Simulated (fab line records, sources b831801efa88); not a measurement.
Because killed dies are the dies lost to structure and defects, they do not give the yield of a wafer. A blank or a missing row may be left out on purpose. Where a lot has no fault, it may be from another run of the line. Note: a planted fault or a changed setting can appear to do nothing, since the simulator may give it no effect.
Lot-split experiment ; flow sky130 ; 23 wafers read from 5 lots, route of 708 steps

== THE SPLIT ==
At SKY_SONOS_TUNNEL_DEVELOP_06 (develop time 60 s), the setting develop-time-s was moved away from the recipe's 60 s on 7 of the 23 wafers read, by -14.5% to +13.1%. This setting was run at the recipe's value on the other wafers.

Between the split and the reading, the file records no step.

== THE READING ==
cd-nm at SKY_SONOS_TUNNEL_CD_MEAS_07, given in nm (cd target 410 nm). A value of 409.7 nm with a standard deviation of 2.5 nm is what fault-free wafers of this fab line usually give.

wafer;tool, chamber at the split;develop-time-s as run, s;against the recipe;cd-nm, nm;against lot-mates on the recipe
L074.1;litho-track-04, 0;60;recipe;407.2;-
L074.2;litho-track-04, 0;51.32;-14.5%;392.0;-15.7
L074.3;litho-track-04, 0;60;recipe;408.2;-
L074.4;litho-track-04, 0;51.32;-14.5%;392.9;-14.8
L074.6;litho-track-04, 0;51.32;-14.5%;390.5;-17.2
L078.1;litho-track-01, 0;60;recipe;411.9;-
L078.2;litho-track-01, 0;60;recipe;412.1;-
L078.4;litho-track-01, 0;60;recipe;413.8;-
L078.5;litho-track-01, 0;55.49;-7.5%;404.5;-8.1
L078.6;litho-track-01, 0;55.49;-7.5%;405.2;-7.4
L081.2;litho-track-04, 0;60;recipe;410.2;-
L081.3;litho-track-04, 0;60;recipe;408.8;-
L081.6;litho-track-04, 0;60;recipe;408.3;-
L083.1;litho-track-01, 0;60;recipe;408.8;-
L083.2;litho-track-01, 0;67.88;+13.1%;419.0;+10.2
L083.4;litho-track-01, 0;60;recipe;409.9;-
L083.5;litho-track-01, 0;67.88;+13.1%;417.6;+8.8
L083.6;litho-track-01, 0;60;recipe;407.7;-
L085.1;litho-track-04, 0;60;recipe;411.0;-
L085.2;litho-track-04, 0;60;recipe;413.5;-
L085.3;litho-track-04, 0;60;recipe;412.2;-
L085.4;litho-track-04, 0;60;recipe;412.1;-
L085.6;litho-track-04, 0;60;recipe;411.2;-

THE FIT
A straight line over all 23 wafers: cd-nm changes by +0.987 nm for each +1% of develop-time-s; r = +0.93; the points scatter about the line by 2.8 nm.
The same after taking each lot's own level away (the mean of its wafers on the recipe; 23 wafers): +0.955 nm for each +1%; r = +0.98; scatter 1.4 nm.
According to that fit, moving develop-time-s by its largest amount changes the reading by 14 nm.
From 407.70 to 412.60 nm: that is the span of the lots' own levels, equal to 2.0 times the standard deviation above.
The two slopes are in agreement: the lot-to-lot level therefore moves the slope only a little.
Check: -14.1 nm against its lot-mates is what the line predicts for one of the wafers moved furthest among these (-14.5%) when that wafer is left out of the fit. It came out at -15.7 nm against them.

== THESE WAFERS: OTHER SPLITS ==
Other splits were also applied to these wafers ahead of the reading. Each is held against what the fit with the lots' levels taken away leaves over:
other split on the same wafers;wafers away from the commonest value;r with cd-nm (lot level and that fit taken away)
SKY_FIELD_ISO_OXIDATION_01 ox-time-s;15;-0.38
SKY_FIELD_ISO_WET_ETCH_30 time-s;15;+0.04
SKY_DNWELL_COAT_02 resist-thk-nm;7;-0.07
SKY_NWELL_IMPLANT_13 energy-kev;7;-0.36
SKY_VT_ADJUST_HVTP_DEVELOP_06 develop-time-s;4;+0.33
SKY_VT_ADJUST_HVTP_STRIP_10 pressure-mtorr;18;-0.34
SKY_VT_ADJUST_LVTN_IMPLANT_19 dose-cm2;6;+0.28
SKY_VT_ADJUST_NCORE_IMPLANT_09 dose-cm2;9;+0.04
SKY_VT_ADJUST_HVTR_IMPLANT_09 dose-cm2;12;+0.30
SKY_VT_ADJUST_HVTR_STRIP_10 power-w;9;+0.03

== FILE'S OWN FIT ==
cd-nm changes by +0.944 nm for each +1% of develop-time-s, r = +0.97.
